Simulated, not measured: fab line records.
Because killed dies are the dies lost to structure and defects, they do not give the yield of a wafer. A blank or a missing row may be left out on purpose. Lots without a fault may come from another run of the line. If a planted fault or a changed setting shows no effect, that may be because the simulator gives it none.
Struck lot and sound lot, side by side :: flow gf180mcu :: 15 out of 602 route steps
Sound: wafers L566.3, L566.5, L566.6. Struck: wafer L568.2. (L568.1, L568.6 of the same lot were not struck and are left out.) The cause comes at the end.
For every step that has rows: the tool of each side, followed by ch and its chambers, followed by its first start. Under that, the readings that differ: sound wafers :: struck wafers :: difference of the means :: sigmas: that difference in standard deviations of wafers without a fault.
alike: words and numbers the same on both sides, and readings whose means are apart by under 2 such deviations; not compared: readings that were withheld, readings missing a value for some wafer, numbers with overlapping values and no deviation given by the record, and bounds like >300 which may hide the same value.
Wherever a step has rows on one side only, a row that says differs or no value, or a row with sigmas, the two part there. Numbers that have no deviation but don't overlap get no sigmas and don't part them. A reading that every wafer of one side lacks parts them only if that side has two wafers or more.

GF_V5_CD_MEAS_14: target cd 260 nm.
  sound on cdSem-02 at day 28 23:34; struck on cdSem-01 at day 29 16:34
  alike: cdNm
GF_V5_OVL_MEAS_15:
  sound on overlay-01 at day 28 23:40; struck on overlay-01 at day 29 16:41
  alike: V5_OVL
GF_V5_ETCH_16: etches BARC in N2/H2.
  sound on rieDiel-02 ch 0,1, day 28 23:41; struck on rieDiel-01 ch 1, day 29 16:43
  alike: drypumpMotorCurrentA, oesProductAu, throttleValvePct
GF_V5_ETCH_17: etches SiO2 in C4F8/O2/Ar, stops on TiN, target depth 855 nm.
  sound on rieDiel-02 ch 0,1; struck on rieDiel-01 ch 1
  alike: oesProductAu
GF_V5_STRIP_18: strips in O2/N2.
  sound on plasmaAsher-01 ch 0,1, day 28 23:53; struck on plasmaAsher-04 ch 1, day 29 16:52
reading: drypumpMotorCurrentA (A)
sound: 6.3 6.5 6.3
struck: 4.8
difference: -1.6
sigmas: -3

reading: rfHoursCounterH (h)
sound: - - -
struck: 23
difference: no value on the sound wafers
sigmas: 
  alike: heaterPowerW, oesProductAu
then, 2 steps without rows for these wafers: GF_V5_STRIP_19 (strips in post etch residue remover, time 1200 s); GF_V5_CLEAN_20 (cleans in DIW).
GF_V5_SPUTTER_21: material Ti, target thk 15 nm, time 80.02 s.
  sound on pvdSputter-02 at day 29 00:28; struck on pvdSputter-04 at day 29 17:32
  alike: throttleValvePct
then, 2 steps without rows for these wafers: GF_V5_SPUTTER_22 (material TiN, target thk 10 nm, time 40 s); GF_V5_CVD_23 (deposits W, target thk 350 nm, time 104.9 s).
GF_V5_RS_MEAS_24: a four-point-probe measurement.
  sound on filmMetro-02 at day 29 00:43; struck on filmMetro-03 at day 29 17:46
reading: V5_W_RS (ohm/sq)
sound: 0.316 0.320 0.315
struck: 0.337
difference: +0.020
sigmas: +3
GF_V5_THK_MEAS_25: measures by xrf.
  sound on filmMetro-02 at day 29 00:49; struck on filmMetro-03 at day 29 17:53
reading: V5_W_THK (nm)
sound: 372 369 370
struck: 345
difference: -25
sigmas: -4
GF_V5_CMP_26: polishes, stops on SiO2, t overpolish 15 s, target thk 0 nm.
  sound on cmp-02 ch 2,3, day 29 00:55; struck on cmp-01 ch 1, day 29 17:56
reading: overpolishRunS (s)
sound: 15.006 14.988 14.996
struck: 16.869
difference: +1.872
sigmas: +99 or more

reading: tOverpolishS (s)
sound: 15 15 15
struck: 16.861
difference: +1.861
sigmas: 
  alike: motorCurrentA, retainingRingPressureFrac, slurryFlowMlMin, timeToEndpointS
GF_TOP_METAL_SPUTTER_00: material Ti, target thk 37.5 nm, time 150 s.
  sound on pvdSputter-04 at day 29 01:10; struck on pvdSputter-01 at day 29 18:14
  alike: throttleValvePct
GF_PASSIVATION_PROBE_99:
  only the struck wafers here have rows in the record (prober-02, day 31 08:58); the sound ones have none

== WHERE THEY PART ==
At GF_V5_STRIP_18 first; at GF_PASSIVATION_PROBE_99 last (within this record only).

WHY: whatever the simulator had introduced
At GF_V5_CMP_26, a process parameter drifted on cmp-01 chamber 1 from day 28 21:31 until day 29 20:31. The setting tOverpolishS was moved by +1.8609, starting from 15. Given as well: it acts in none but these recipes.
